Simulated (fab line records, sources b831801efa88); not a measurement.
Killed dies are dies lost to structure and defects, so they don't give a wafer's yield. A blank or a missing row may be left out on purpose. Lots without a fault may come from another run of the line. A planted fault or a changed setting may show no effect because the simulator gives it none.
fab line records | flow sky130
record lots=13 wafers=39 last_day=50
route steps=708 shown LDD_LDN@293 SD_N@354 LI_CONTACT@365 CONTACT@423 PAD_OPEN@708
lots that met no fault: from a run of the same line without faults
start_h: hours from the record's first day to the start of the lot's first wafer shown | wait_h: hours since the lot's step before | " the same as in the row above | L1.1+2: a row that stands for several wafers | - no value, or no start given | * or withheld: withheld | < > ~ a bound
route shown NAME@n: a module of which the file shows steps, and the number in the route of the first | usual: mean/standard deviation of fault-free wafers | same: alike in all rows | chamber/n: place in a boat | sites: the reading at each site | _std_site: their standard deviation | _edge_site: outer sites' mean less inner sites' | radius_mm: how far each site lies from the wafer's centre | mask NAME#n: copy n | behind: the tool/chamber that last shaped the wafer | hold: why the lot was held/for how many hours/how that ended | device: the transistor (n, p or np) that didn't switch | end of line: the same wafers' tests at the end of the route | a step without rows: its recipe alone | killed: dies lost to structure and defects at the first sort, not the wafer's yield | map: a wafer's dies, x killed, . not, _ none there
set.NAME: the setting as run; set.NAME@STEP: as run at that earlier step | model.NAME: the simulator's own value behind a step, which no gauge read
steps of the route over a sample of lots; a table a step, a row a wafer
services: from which hour (start_h, from the record's first day; less than 0 if before it) a tool's chamber was out of use, for how many hours, and why
## steps
# step SKY_LDD_LDN_EXPOSE_04
# recipe mask_id=LDNTM na=0.6 source_shape=conventional sigma_outer=0.6 polarization=unpolarized target_cd_nm=700 dose_mj=140
# same sigma_outer=0.6
# columns lot.wafer tool chamber start_h wait_h mask
L284.3+4+5 iline_stepper-01 0 505.70 - LDNTM#0
L285.3+4+6 iline_stepper-02 0 516.35 - LDNTM#0
L286.1+2+3 iline_stepper-02 0 540.03 - LDNTM#0
L287.2+4+5 iline_stepper-01 0 551.19 - LDNTM#0
L290.2+5+6 iline_stepper-02 0 570.51 - LDNTM#0
L291.2+4+6 iline_stepper-01 0 584.06 - LDNTM#0
L292.3+5+6 iline_stepper-02 0 586.99 - LDNTM#0
L293.3+5+6 iline_stepper-02 0 593.19 - LDNTM#0
L294.1+4+6 iline_stepper-02 0 600.28 - LDNTM#0
L296.3+5+6 iline_stepper-01 0 619.04 - LDNTM#0
L298.1+2+6 iline_stepper-02 0 638.55 - LDNTM#0
L305.2+5+6 iline_stepper-01 0 684.20 - LDNTM#0
L306.1+2+6 iline_stepper-01 0 693.45 - LDNTM#0
# step SKY_LDD_LDN_OVL_MEAS_07
# usual LDD_LDN_OVL=0.0/1.4
# columns lot.wafer tool chamber start_h wait_h LDD_LDN_OVL[nm]
L284.3 overlay-02 - 520.63 0.1 -0.5
L284.4 " - " " -2.3
L284.5 " - " " -0.9
L285.3 overlay-02 - 532.01 0.1 2.0
L285.4 " - " " 2.7
L285.6 " - " " 2.6
L286.1 overlay-01 - 555.31 0.1 -1.0
L286.2 " - " " -2.2
L286.3 " - " " -2.7
L287.2 overlay-01 - 565.69 0.1 0.5
L287.4 " - " " 2.2
L287.5 " - " " 0.4
L290.2 overlay-02 - 585.21 0.1 1.2
L290.5 " - " " -0.3
L290.6 " - " " 0.1
L291.2 overlay-01 - 599.26 0.1 -1.0
L291.4 " - " " -3.0
L291.6 " - " " -0.2
L292.3 overlay-02 - 602.09 0.1 -1.3
L292.5 " - " " -2.1
L292.6 " - " " -2.0
L293.3 overlay-02 - 607.16 0.1 0.5
L293.5 " - " " -0.9
L293.6 " - " " -1.0
L294.1 overlay-02 - 614.61 0.1 3.2
L294.4 " - " " 0.3
L294.6 " - " " 2.7
L296.3 overlay-02 - 633.38 0.1 -0.7
L296.5 " - " " -2.2
L296.6 " - " " -0.5
L298.1 overlay-02 - 652.58 0.1 0.1
L298.2 " - " " 2.0
L298.6 " - " " 1.1
L305.2 overlay-01 - 697.47 0.1 76.7
L305.5 " - " " 77.1
L305.6 " - " " 75.6
L306.1 overlay-01 - 707.73 0.1 77.2
L306.2 " - " " 77.5
L306.6 " - " " 76.3
# step SKY_SD_N_TW_MEAS_12
# usual SD_N_TW=3973/30
# columns lot.wafer tool chamber start_h wait_h SD_N_TW
L284.3 film_metro-03 - 641.59 0.1 3944
L284.4 " - " " 3929
L284.5 " - " " 3906
L285.3 film_metro-01 - 653.74 0.1 3990
L285.4 " - " " 3992
L285.6 " - " " 3987
L286.1 film_metro-03 - 676.26 0.1 3951
L286.2 " - " " 3951
L286.3 " - " " 3940
L287.2 film_metro-04 - 686.33 0.1 4017
L287.4 " - " " 4011
L287.5 " - " " 3999
L290.2 film_metro-03 - 703.88 0.1 3929
L290.5 " - " " 3939
L290.6 " - " " 3953
L291.2 film_metro-01 - 717.02 0.1 3964
L291.4 " - " " 3982
L291.6 " - " " 3954
L292.3 film_metro-01 - 718.71 0.1 3946
L292.5 " - " " 3947
L292.6 " - " " 3938
L293.3 film_metro-01 - 724.29 0.1 4007
L293.5 " - " " 3991
L293.6 " - " " 3978
L294.1 film_metro-01 - 731.74 0.1 4012
L294.4 " - " " 3981
L294.6 " - " " 3975
L296.3 film_metro-03 - 748.01 0.1 3959
L296.5 " - " " 3945
L296.6 " - " " 3966
L298.1 film_metro-01 - 767.59 0.1 4012
L298.2 " - " " 4010
L298.6 " - " " 4000
L305.2 film_metro-04 - 808.32 0.1 3967
L305.5 " - " " 3984
L305.6 " - " " 3983
L306.1 film_metro-01 - 817.66 0.1 4015
L306.2 " - " " 4032
L306.6 " - " " 4025
# step SKY_LI_CONTACT_BOW_MEAS_03
# recipe mode=bow
# usual LI_CONTACT_BOW=55/6.2
# columns lot.wafer tool chamber start_h wait_h LI_CONTACT_BOW[um]
L284.3 film_metro-01 - 642.75 0.2 56
L284.4 " - " " 55
L284.5 " - " " 52
L285.3 film_metro-04 - 654.88 0.3 69
L285.4 " - " " 57
L285.6 " - " " 45
L286.1 film_metro-01 - 677.38 0.2 55
L286.2 " - " " 55
L286.3 " - " " 53
L287.2 film_metro-01 - 687.48 0.2 57
L287.4 " - " " 47
L287.5 " - " " 51
L290.2 film_metro-03 - 705.06 0.3 53
L290.5 " - " " 50
L290.6 " - " " 55
L291.2 film_metro-03 - 718.17 0.3 62
L291.4 " - " " 55
L291.6 " - " " 60
L292.3 film_metro-04 - 719.85 0.2 56
L292.5 " - " " 47
L292.6 " - " " 59
L293.3 film_metro-04 - 725.43 0.2 56
L293.5 " - " " 63
L293.6 " - " " 54
L294.1 film_metro-01 - 732.86 0.1 47
L294.4 " - " " 60
L294.6 " - " " 49
L296.3 film_metro-01 - 749.17 0.2 55
L296.5 " - " " 51
L296.6 " - " " 54
L298.1 film_metro-04 - 768.71 0.1 50
L298.2 " - " " 61
L298.6 " - " " 55
L305.2 film_metro-01 - 809.45 0.2 58
L305.5 " - " " 51
L305.6 " - " " 61
L306.1 film_metro-03 - 818.78 0.2 64
L306.2 " - " " 56
L306.6 " - " " 60
# step SKY_CONTACT_ETCH_17
# recipe target=SiO2 chemistry=C4F8/O2/Ar stop_on=Si3N4 mask_material=KrF-thick source_w=1500 bias_w=1200 pressure_mtorr=40 c4f8_flow_sccm=withheld O2_flow_sccm=6 Ar_flow_sccm=300 time_s=withheld target_depth_a=3400
# usual oes_product_au=0.891/0.0047
# columns lot.wafer tool chamber start_h wait_h oes_product_au
L284.3 rie_diel-02 2 730.25 0.0 0.897
L284.4 " 2 " " 0.888
L284.5 " 0 " " 0.890
L285.3 rie_diel-03 0 743.55 0.0 0.887
L285.4 " 3 " " 0.895
L285.6 " 2 " " 0.885
L286.1 rie_diel-02 0 764.05 0.0 0.888
L286.2 " 1 " " 0.897
L286.3 " 2 " " 0.890
L287.2 rie_diel-02 3 773.24 0.0 0.893
L287.4 " 2 " " 0.884
L287.5 " 2 " " 0.891
L290.2 rie_diel-04 0 789.05 0.0 0.884
L290.5 " 3 " " 0.895
L290.6 " 2 " " 0.888
L291.2 rie_diel-04 0 801.68 0.0 0.893
L291.4 " 2 " " 0.889
L291.6 " 1 " " 0.885
L292.3 rie_diel-03 3 803.13 0.0 0.899
L292.5 " 2 " " 0.895
L292.6 " 1 " " 0.889
L293.3 rie_diel-02 1 804.75 0.0 0.884
L293.5 " 0 " " 0.895
L293.6 " 1 " " 0.894
L294.1 rie_diel-02 2 816.08 0.0 0.905
L294.4 " 3 " " 0.897
L294.6 " 2 " " 0.887
L296.3 rie_diel-02 3 831.80 0.0 0.890
L296.5 " 3 " " 0.895
L296.6 " 2 " " 0.894
L298.1 rie_diel-03 0 851.48 0.0 0.896
L298.2 " 2 " " 0.886
L298.6 " 2 " " 0.897
L305.2 rie_diel-02 3 890.35 0.0 0.890
L305.5 " 0 " " 0.888
L305.6 " 1 " " 0.887
L306.1 rie_diel-02 3 898.80 0.0 0.896
L306.2 " 0 " " 0.892
L306.6 " 0 " " 0.894
# step SKY_PAD_OPEN_PROBE_99
# usual killed_at_M0_to_M3=43/6.9 killed_at_M4_up=3.1/1.8 killed_at_contacts=24/5.1 killed_at_front_end=15/4.8 killed_at_other=0.3/0.48 killed_dies=86/8.9 killed_on_rim=18/3.8 killed_open=47/6.8 killed_short=39/6.3
# same gross_dies=492 killed_at_back_side=0
# columns lot.wafer tool chamber start_h wait_h killed_at_M0_to_M3 killed_at_M4_up killed_at_contacts killed_at_front_end killed_at_other killed_dies killed_on_rim killed_open killed_short
L284.3 prober-02 - 1069.25 0.2 42 8 21 11 1 83 12 52 31
L284.4 prober-02 - 1069.30 0.2 49 1 18 13 1 82 13 46 36
L284.5 prober-02 - 1069.35 0.2 38 3 18 24 0 83 17 49 34
L285.3 prober-01 - 1082.04 0.2 37 3 19 8 0 67 12 28 39
L285.4 prober-01 - 1082.09 0.2 44 4 16 11 1 76 17 45 31
L285.6 prober-01 - 1082.19 0.2 44 4 17 13 0 78 17 32 46
L286.1 prober-02 - 1097.01 0.1 47 4 23 17 1 92 20 55 37
L286.2 prober-02 - 1097.06 0.1 45 0 24 20 1 90 23 50 40
L286.3 prober-02 - 1097.11 0.2 52 7 27 15 0 101 21 55 46
L292.3 prober-01 - 1127.38 0.2 45 7 23 15 0 90 16 44 46
L292.5 prober-01 - 1127.48 0.2 41 2 25 21 0 89 22 48 40
L292.6 prober-01 - 1127.53 0.2 43 6 27 15 0 91 17 48 41
L296.3 prober-02 - 1148.57 0.2 42 2 30 15 0 89 12 49 40
L296.5 prober-02 - 1148.67 0.2 36 5 35 9 0 85 17 45 40
L296.6 prober-02 - 1148.72 0.2 36 2 21 21 0 80 18 38 40
L298.1 prober-01 - 1163.75 0.1 30 4 26 15 1 76 17 37 38
L298.2 prober-01 - 1163.80 0.1 33 3 28 18 0 82 19 50 32
L298.6 prober-01 - 1164.00 0.2 35 1 21 17 0 74 16 41 31
# killed by level:class
L284.3 VIA1:geometric_particle:open=15 LI_CONTACT:geometric_particle:open=8 CONTACT:geometric_particle:open=5 METAL1:geometric_particle:short=5 FIELD_ISO:geometric_particle:open=4 CONTACT:geometric_particle:short=4 METAL2:geometric_particle:short=4 VIA3:geometric_particle:open=4
L284.4 VIA1:geometric_particle:open=11 METAL1:geometric_particle:short=10 CONTACT:geometric_particle:open=7 VIA2:geometric_particle:open=7 FIELD_ISO:geometric_particle:open=6 VIA3:geometric_particle:open=5 METAL2:geometric_particle:short=5 CONTACT:geometric_particle:short=4
L284.5 VIA1:geometric_particle:open=11 FIELD_ISO:geometric_particle:open=8 POLY_GATE:geometric_particle:open=7 VIA3:geometric_particle:open=6 CONTACT:geometric_particle:short=6 METAL1:geometric_particle:short=5 POLY_GATE:geometric_particle:short=4 LI_CONTACT:geometric_particle:open=4
L285.3 METAL1:geometric_particle:short=8 CONTACT:geometric_particle:open=6 METAL2:geometric_particle:short=6 LI_CONTACT:geometric_particle:open=5 VIA3:geometric_particle:open=5 FIELD_ISO:geometric_particle:short=4 VIA3:geometric_particle:short=4 CONTACT:geometric_particle:short=4
L285.4 VIA1:geometric_particle:open=10 VIA2:geometric_particle:open=10 METAL1:geometric_particle:short=9 LI_CONTACT:geometric_particle:open=6 POLY_GATE:geometric_particle:open=4 CONTACT:geometric_particle:short=4 VIA1:geometric_particle:short=4 VIA3:geometric_particle:open=4
L285.6 VIA1:geometric_particle:open=13 METAL2:geometric_particle:short=7 METAL1:geometric_particle:short=6 FIELD_ISO:geometric_particle:short=5 CONTACT:geometric_particle:open=5 VIA3:geometric_particle:short=4 METAL4:geometric_particle:short=4 LI_CONTACT:geometric_particle:open=4
L286.1 VIA1:geometric_particle:open=10 VIA2:geometric_particle:open=10 VIA3:geometric_particle:open=8 LOCAL_INTERCONNECT:geometric_particle:short=7 CONTACT:geometric_particle:open=7 METAL2:geometric_particle:short=6 FIELD_ISO:geometric_particle:open=5 LI_CONTACT:geometric_particle:open=5
L286.2 VIA1:geometric_particle:short=10 METAL2:geometric_particle:short=9 VIA3:geometric_particle:open=8 VIA1:geometric_particle:open=8 FIELD_ISO:geometric_particle:open=7 LI_CONTACT:geometric_particle:open=6 CONTACT:geometric_particle:open=6 POLY_GATE:geometric_particle:open=5
L286.3 CONTACT:geometric_particle:open=14 VIA3:geometric_particle:open=12 VIA1:geometric_particle:open=11 LI_CONTACT:geometric_particle:open=7 METAL3:geometric_particle:short=6 VIA3:geometric_particle:short=6 METAL2:geometric_particle:short=5 METAL1:geometric_particle:short=5
L292.3 VIA1:geometric_particle:open=12 LOCAL_INTERCONNECT:geometric_particle:short=7 POLY_GATE:geometric_particle:short=6 POLY_GATE:geometric_particle:open=6 VIA3:geometric_particle:open=6 CONTACT:geometric_particle:short=5 VIA1:geometric_particle:short=5 CONTACT:geometric_particle:open=4
L292.5 VIA1:geometric_particle:open=13 CONTACT:geometric_particle:open=9 FIELD_ISO:geometric_particle:short=8 VIA3:geometric_particle:open=6 FIELD_ISO:geometric_particle:open=5 METAL2:geometric_particle:short=5 LI_CONTACT:geometric_particle:short=4 LI_CONTACT:geometric_particle:open=4
L292.6 VIA1:geometric_particle:open=16 CONTACT:geometric_particle:open=10 LI_CONTACT:geometric_particle:open=7 VIA1:geometric_particle:short=6 VIA3:geometric_particle:short=6 METAL4:geometric_particle:short=5 VIA2:geometric_particle:open=5 LOCAL_INTERCONNECT:geometric_particle:short=4
L296.3 CONTACT:geometric_particle:open=12 VIA2:geometric_particle:open=8 VIA1:geometric_particle:open=7 VIA3:geometric_particle:open=7 FIELD_ISO:geometric_particle:short=6 LI_CONTACT:geometric_particle:open=6 METAL1:geometric_particle:short=6 CONTACT:geometric_particle:short=5
L296.5 CONTACT:geometric_particle:open=13 CONTACT:geometric_particle:short=7 VIA3:geometric_particle:open=7 VIA1:geometric_particle:open=6 LI_CONTACT:geometric_particle:open=6 FIELD_ISO:geometric_particle:open=5 LOCAL_INTERCONNECT:geometric_particle:short=5 METAL1:geometric_particle:short=5
L296.6 CONTACT:geometric_particle:open=9 VIA1:geometric_particle:open=7 FIELD_ISO:geometric_particle:short=6 VIA3:geometric_particle:open=6 METAL2:geometric_particle:short=5 CONTACT:geometric_particle:short=5 FIELD_ISO:geometric_particle:open=4 VIA3:geometric_particle:short=4
L298.1 LOCAL_INTERCONNECT:geometric_particle:short=8 FIELD_ISO:geometric_particle:open=7 VIA3:geometric_particle:open=7 LI_CONTACT:geometric_particle:open=6 CONTACT:geometric_particle:short=6 CONTACT:geometric_particle:open=6 FIELD_ISO:geometric_particle:short=4 METAL1:geometric_particle:short=4
L298.2 VIA2:geometric_particle:open=9 FIELD_ISO:geometric_particle:open=8 VIA3:geometric_particle:open=8 LI_CONTACT:geometric_particle:open=7 CONTACT:geometric_particle:short=6 LOCAL_INTERCONNECT:geometric_particle:short=6 CONTACT:geometric_particle:open=6 FIELD_ISO:geometric_particle:short=5
L298.6 CONTACT:geometric_particle:open=12 VIA1:geometric_particle:open=8 VIA2:geometric_particle:open=5 LI_CONTACT:geometric_particle:short=4 METAL2:geometric_particle:short=4 POLY_GATE:geometric_particle:short=3 METAL1:geometric_particle:short=3 VIA1:geometric_particle:short=3
## services
# columns tool chamber start_h hours kind
rie_diel-03 - 488.35 2.2 repair
iline_stepper-01 - 506.66 2.1 pm
rie_diel-03 3 511.23 3.0 repair
iline_stepper-01 - 515.34 1.7 pm
rie_diel-03 3 534.69 2.0 repair
iline_stepper-02 - 553.71 1.7 pm
iline_stepper-02 - 559.40 3.5 repair
rie_diel-02 - 581.14 1.1 repair
rie_diel-03 2 599.69 10.1 repair
iline_stepper-02 - 615.61 3.6 repair
rie_diel-03 - 634.56 2.8 pm
rie_diel-03 - 641.54 0.7 repair
rie_diel-02 1 682.16 4.2 repair
rie_diel-02 0 705.45 3.9 repair
rie_diel-02 2 722.81 6.1 repair
rie_diel-02 - 727.16 0.4 repair
iline_stepper-01 - 733.52 1.7 pm
rie_diel-02 - 739.14 3.0 repair
iline_stepper-01 - 762.13 6.2 repair
iline_stepper-02 - 771.80 1.7 pm
rie_diel-02 - 781.42 1.3 repair
rie_diel-02 1 847.20 6.3 repair
iline_stepper-02 - 853.15 16.6 repair
iline_stepper-01 - 871.88 4.4 pm
## key
first_sign step=SKY_LDD_LDN_OVL_MEAS_07 reading=LDD_LDN_OVL direction=up sigmas=57 usual=0.0 struck=76.8
effect none on later readings
met_at SKY_LDD_LDN_EXPOSE_04
struck_lots L305,L306
tester_left_out L305,L306
not_acting_at SKY_SD_N_TW_MEAS_12,SKY_LI_CONTACT_BOW_MEAS_03,SKY_CONTACT_ETCH_17
onset_between 619.04 684.20
also_fits time
fault kind=scanner_matching_overlay tool=iline_stepper-01 chamber=- onset_h=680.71 steps=SKY_LDD_LDN_EXPOSE_04 offset=77.143
# tester_left_out: of these lots the tester's yield and bins aren't shown, on N5 and GAA mostly nor the transistor test; their killed dies are dies lost to structure and defects alone, not to doping, threshold or leakage, so they don't give the yield
